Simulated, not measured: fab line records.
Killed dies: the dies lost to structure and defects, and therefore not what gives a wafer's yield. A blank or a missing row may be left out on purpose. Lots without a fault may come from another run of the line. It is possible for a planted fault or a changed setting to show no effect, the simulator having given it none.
A lot that was struck, set against a sound lot -- flow sky130 -- 17 steps out of a route of 708
Sound: these wafers, L162.1, L162.3, L162.6. Wafers struck: L165.1, L165.3, L165.6. Last of all comes the cause.
For every step that has rows: the tool of each side, followed by ch and its chambers, followed by its first start. Under that, the readings that differ: sound wafers -- struck wafers -- difference of the means -- sigmas: that difference in standard deviations of wafers without a fault.
alike: readings whose means differ by less than 2 such deviations, and words and numbers that are the same on both sides. not compared: withheld readings, readings that some wafer has no value for, bounds like >300 that may hide the same value, and numbers for which the record gives no deviation and whose values overlap.
Wherever a step has rows on one side only, a row that says differs or no value, or a row with sigmas, the two part there. Numbers that have no deviation but don't overlap get no sigmas and don't part them. A reading that every wafer of one side lacks parts them only if that side has two wafers or more.

SKY_METAL4_SPUTTER_04: material TiN, target thk 70 nm, time 58.3 s.
  struck on pvd-sputter-01, day 40 13:46; sound on pvd-sputter-02, day 39 22:49
  alike: throttle-valve-pct
SKY_CAP2M_CVD_00: deposits SiO2, target thk 15.5 nm.
  sound on pecvd-02 ch 0,1,2, day 39 22:52; struck on pecvd-01 ch 1,2, day 40 13:49
  alike: heater-power-w
SKY_CAP2M_THK_MEAS_01:
  struck on film-metro-03, day 40 13:50; sound on film-metro-04, day 39 22:53
  alike: CAP2M_CVD_00_THK
SKY_CAP2M_SPUTTER_02: material TiN, target thk 200 nm, time 166.7 s.
  struck on pvd-sputter-02, day 40 13:53; sound on pvd-sputter-01, day 39 22:56
  alike: throttle-valve-pct
SKY_CAP2M_RS_MEAS_03: uses a four-point probe to measure.
  struck on film-metro-02, day 40 14:00; sound on film-metro-03, day 39 23:03
  alike: CAP2M_TIN_RS
SKY_CAP2M_THK_MEAS_04: measures by xrf.
  struck on film-metro-02, day 40 14:07; sound on film-metro-03, day 39 23:10
  alike: CAP2M_TIN_THK
then, 6 steps without rows for these wafers: SKY_CAP2M_DEHYDRATE_05 (time 60 s); SKY_CAP2M_HMDS_06 (prime time 60 s); SKY_CAP2M_COAT_07 (resist thk 1140 nm); SKY_CAP2M_SOFTBAKE_08 (time 60 s); SKY_CAP2M_EXPOSE_09 (exposes mask CAP2M, target cd 1000 nm); SKY_CAP2M_PEB_10.
SKY_CAP2M_DEVELOP_11: develop time 60 s.
  sound on litho-track-03 ch 0, day 41 00:08; struck on litho-track-03 ch 0, day 41 13:53
reading,sound,struck,difference,sigmas
chill-plate-temp-C (C),22.69 22.86 22.82,23.04 23.09 23.05,+0.27,+2
developer-temp-C (C),23.06 23.09 23.04,25.38 25.36 25.36,+2.30,+24
SKY_CAP2M_OVL_MEAS_12:
  struck on overlay-01, day 41 14:02; sound on overlay-01, day 41 00:17
  alike: CAP2M_OVL
SKY_CAP2M_METAL_ETCH_13: etches TiN in Cl2/BCl3, stops on SiO2, target depth 220 nm, time 62.9 s.
  sound on rie-metal-02 ch 0,1, day 41 00:19; struck on rie-metal-02 ch 0,1, day 41 14:04
reading,sound,struck,difference,sigmas
model.CAP2M.cd-nm (nm),1000 1002 1001,1010 1008 1009,+8,
  alike: drypump-motor-current-A, oes-product-au, throttle-valve-pct
  not compared: rf-hours-counter-h
SKY_CAP2M_STRIP_14: strips in O2/N2.
  sound on plasma-asher-03 ch 0,1, day 41 00:24; struck on plasma-asher-04 ch 0, day 41 14:09
  alike: drypump-motor-current-A, oes-product-au, strip-time-to-endpoint-s
  not compared: rf-hours-counter-h
-- the record jumps here: 5 days lie between the struck wafers' starts before and after (it left off in module CAP2M and takes up again in module PAD_OPEN, whose first step shown is number 708 of the route) --
SKY_PAD_OPEN_PROBE_99:
  struck on prober-01, day 46 10:19; sound on prober-01, day 46 00:19
reading,sound,struck,difference,sigmas
killed_at_M0_to_M3,58 49 46,34 37 34,-16,-2
  alike: defect-limited-yield, killed_at_M4_up, killed-at-contacts, killed-at-front-end, killed-at-other, killed-dies, killed-open, killed-short, sort_bin_3_pad_short, sort_bin_5_function, sort_bin_6_memory, sort-n-pass, sort-yield-pct

WHERE THEY PART
At SKY_CAP2M_DEVELOP_11 first; at SKY_PAD_OPEN_PROBE_99 last (within this record only).

WHY: what the simulator had put in
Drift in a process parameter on litho-track-03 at SKY_CAP2M_DEVELOP_11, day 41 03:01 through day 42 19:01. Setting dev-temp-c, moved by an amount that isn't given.
